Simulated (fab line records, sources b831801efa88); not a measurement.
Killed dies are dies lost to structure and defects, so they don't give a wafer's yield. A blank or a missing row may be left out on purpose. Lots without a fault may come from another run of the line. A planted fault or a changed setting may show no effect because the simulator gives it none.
Which tool did it? | flow sfq_line | 14 lots, 40 wafers sampled, at 6 steps of a route of 325

WHAT THE GAUGES READ, wafer by wafer
SFQ_I6_BOW_MEAS_941.
lot  | measured     | on            | I6_BOW (um)
L957 | day 63 13:28 | film_metro-02 | 4 16 11
L958 | day 63 22:28 | film_metro-04 | 11 13 10
L959 | day 64 00:15 | film_metro-03 | -2 -6 2
L963 | day 72 15:38 | film_metro-03 | 8 19 13
L969 | day 73 15:35 | film_metro-04 | -15 -4
L970 | day 73 18:33 | film_metro-02 | 11 17
L973 | day 75 00:26 | film_metro-02 | -7 1 0
L974 | day 75 16:26 | film_metro-02 | 15 8 12
L975 | day 76 07:28 | film_metro-02 | 1 10 2
L976 | day 76 09:46 | film_metro-04 | 15 9 7
L977 | day 76 10:26 | film_metro-03 | 5 4 29
L978 | day 76 12:48 | film_metro-02 | 2 -6 9
L979 | day 76 13:25 | film_metro-04 | 12 11 4
L980 | day 76 15:49 | film_metro-03 | 2 8 11

SFQ_M7_RS_MEAS_943: measures by four-point-probe.
lot  | measured     | on            | M7_NB_RS (ohm/sq)
L957 | day 68 08:20 | film_metro-04 | 0.893 0.897 0.894
L958 | day 68 15:32 | film_metro-04 | 0.891 0.890 0.881
L959 | day 68 17:55 | film_metro-04 | 0.894 0.885 0.885
L963 | day 72 20:25 | film_metro-02 | 0.886 0.877 0.883
L969 | day 74 00:28 | film_metro-02 | 0.889 1.305
L970 | day 74 04:11 | film_metro-01 | 0.878 1.292
L973 | day 77 14:01 | film_metro-01 | 0.888 0.893 0.876
L974 | day 78 11:44 | film_metro-01 | 0.893 0.881 0.887
L975 | day 79 13:42 | film_metro-02 | 0.890 0.891 0.893
L976 | day 79 16:38 | film_metro-04 | 0.881 0.879 0.879
L977 | day 79 19:40 | film_metro-01 | 0.888 0.881 0.874
L978 | day 79 21:29 | film_metro-02 | 0.897 0.884 0.877
L979 | day 79 22:38 | film_metro-04 | 0.887 0.889 0.894
L980 | day 80 01:42 | film_metro-04 | 0.869 0.869 0.882

SFQ_I7_BOW_MEAS_946.
lot  | measured     | on            | I7_BOW (um)
L957 | day 69 11:55 | film_metro-01 | 1 12 8
L958 | day 70 05:55 | film_metro-02 | 17 20 16
L959 | day 70 11:54 | film_metro-02 | 9 4 13
L963 | day 73 02:55 | film_metro-03 | 8 19 12
L969 | day 74 12:27 | film_metro-02 | -12 -2
L970 | day 74 16:05 | film_metro-01 | 14 19
L973 | day 77 21:26 | film_metro-02 | -13 -5 -8
L974 | day 78 19:05 | film_metro-01 | 19 12 15
L975 | day 79 20:20 | film_metro-03 | 3 11 4
L976 | day 79 23:10 | film_metro-01 | 12 6 3
L977 | day 80 02:10 | film_metro-03 | 11 8 31
L978 | day 80 03:59 | film_metro-01 | -1 -9 7
L979 | day 80 07:32 | film_metro-03 | 11 13 4
L980 | day 80 10:20 | film_metro-02 | -1 5 6

SFQ_M8_OVL_MEAS_948.
lot  | measured     | on         | M8_OVL (nm)
L957 | day 71 10:44 | overlay-01 | 4 3 -1
L958 | day 71 22:44 | overlay-02 | -9 -10 -3
L959 | day 72 01:08 | overlay-02 | -4 -10 -4
L963 | day 73 11:20 | overlay-02 | 0 -1 5
L969 | day 77 00:55 | overlay-02 | 6 2
L970 | day 80 09:46 | overlay-01 | 9 12
L973 | day 81 11:57 | overlay-01 | -4 -5 -1
L974 | day 82 05:52 | overlay-02 | 5 0 6
L975 | day 82 22:30 | overlay-02 | 1 0 1
L976 | day 83 00:53 | overlay-02 | -8 -1 -4
L977 | day 83 06:53 | overlay-01 | 1 -3 3
L978 | day 83 09:17 | overlay-01 | -7 7 -8
L979 | day 83 11:41 | overlay-01 | 6 -1 -4
L980 | day 83 14:06 | overlay-01 | 12 6 10

WHICH TOOL RAN EACH LOT (tool, then ch and the chambers of the sampled wafers, then the start)
lot  | SFQ_TRILAYER_M7_DEP_SPUTTER_175 | SFQ_TRILAYER_M7_ETCH_METAL_ETCH_180
L957 | pvd_sputter-05, day 68 08:13    | rie_metal-04 ch 0,1, day 69 02:38
L958 | pvd_sputter-06, day 68 15:25    | rie_metal-03 ch 0,1, day 69 13:26
L959 | pvd_sputter-03, day 68 17:50    | rie_metal-04 ch 0,1, day 69 17:04
L963 | pvd_sputter-06, day 72 20:19    | rie_metal-03 ch 0,1, day 72 22:56
L969 | pvd_sputter-05, day 74 00:20    | rie_metal-02 ch 0, day 74 06:40
L970 | pvd_sputter-05, day 74 04:06    | rie_metal-04 ch 0,1, day 74 11:26
L973 | pvd_sputter-03, day 77 13:54    | rie_metal-04 ch 0, day 77 16:44
L974 | pvd_sputter-03, day 78 11:38    | rie_metal-02 ch 0,1, day 78 15:05
L975 | pvd_sputter-05, day 79 13:33    | rie_metal-04 ch 0,1, day 79 16:20
L976 | pvd_sputter-06, day 79 16:33    | rie_metal-03 ch 0, day 79 19:10
L977 | pvd_sputter-03, day 79 19:33    | rie_metal-02 ch 0,1, day 79 22:10
L978 | pvd_sputter-05, day 79 21:21    | rie_metal-03 ch 0,1, day 80 00:00
L979 | pvd_sputter-06, day 79 22:33    | rie_metal-02 ch 0,1, day 80 03:34
L980 | pvd_sputter-03, day 80 01:33    | rie_metal-04 ch 0,1, day 80 06:00
- SFQ_TRILAYER_M7_DEP_SPUTTER_175: material Nb, target thk 200 nm, time 133.3 s.
- SFQ_TRILAYER_M7_ETCH_METAL_ETCH_180: etches Nb in Cl2/Ar, stops on SiO2, target depth 240 nm, time 120 s.

WHAT THE TOOLS THEMSELVES READ (means of the sampled wafers that have a number; where no wafer has one, the mark that the record gives instead)
SFQ_TRILAYER_M7_DEP_SPUTTER_175.
lot  | tool           | throttle_valve_pct (%)
L957 | pvd_sputter-05 | 31.5
L958 | pvd_sputter-06 | 29.3
L959 | pvd_sputter-03 | 30.4
L963 | pvd_sputter-06 | 29.3
L969 | pvd_sputter-05 | 30.1
L970 | pvd_sputter-05 | 29.8
L973 | pvd_sputter-03 | 29.3
L974 | pvd_sputter-03 | 30.9
L975 | pvd_sputter-05 | 30.3
L976 | pvd_sputter-06 | 29.5
L977 | pvd_sputter-03 | 29.2
L978 | pvd_sputter-05 | 30.5
L979 | pvd_sputter-06 | 30.0
L980 | pvd_sputter-03 | 30.0

SFQ_TRILAYER_M7_ETCH_METAL_ETCH_180.
lot  | tool         | drypump_motor_current_A (A) | oes_product_au (a.u.)
L957 | rie_metal-04 | 5.6                         | 0.886
L958 | rie_metal-03 | 5.6                         | 0.898
L959 | rie_metal-04 | 5.6                         | 0.890
L963 | rie_metal-03 | 5.6                         | 0.901
L969 | rie_metal-02 | 6.6                         | 0.810
L970 | rie_metal-04 | 5.8                         | 0.818
L973 | rie_metal-04 | 6.2                         | 0.900
L974 | rie_metal-02 | 6.4                         | 0.895
L975 | rie_metal-04 | 5.9                         | 0.893
L976 | rie_metal-03 | 5.9                         | 0.900
L977 | rie_metal-02 | 6.4                         | 0.900
L978 | rie_metal-03 | 5.7                         | 0.896
L979 | rie_metal-02 | 6.1                         | 0.897
L980 | rie_metal-04 | 5.9                         | 0.906

THE ANSWER, worked out from the rows above alone
Rule: what is usual is taken from the lots themselves. Put in order of their means at a reading, lots are off if they are a third of the lots or fewer, leave a main group of 4 or more, and stand apart from it by a gap of 3 or more times the standard deviation of the main group's means; of several such gaps the widest counts. A main group whose means are all the same, to the digits that the tables above print for the reading, isn't used. A lot without any number at a reading at which 4 lots or more have one is off too. The other lots that the step has rows for count as sound. The gauges are gone through in route order, then the tools' own readings, and for those a lot's mean is taken as printed above. The first step at which some lot is off is used, and at that step the reading that is off furthest; a lot without a number counts as furthest.
Off: L969, L970, at SFQ_M7_RS_MEAS_943 (M7_NB_RS). The main group: mean 0.885 ohm/sq, standard deviation 0.0055.
A tool fits if, at a process step before that reading, it ran every lot that is off, and no sound lot after the first of them. The gauges at SFQ_M7_RS_MEAS_943 aren't tried: what is off there is off at SFQ_TRILAYER_M7_ETCH_METAL_ETCH_180 too, on other tools, and a gauge's error can't cause that. None of those tried fits.

WHAT THE SIMULATOR HAD PUT IN
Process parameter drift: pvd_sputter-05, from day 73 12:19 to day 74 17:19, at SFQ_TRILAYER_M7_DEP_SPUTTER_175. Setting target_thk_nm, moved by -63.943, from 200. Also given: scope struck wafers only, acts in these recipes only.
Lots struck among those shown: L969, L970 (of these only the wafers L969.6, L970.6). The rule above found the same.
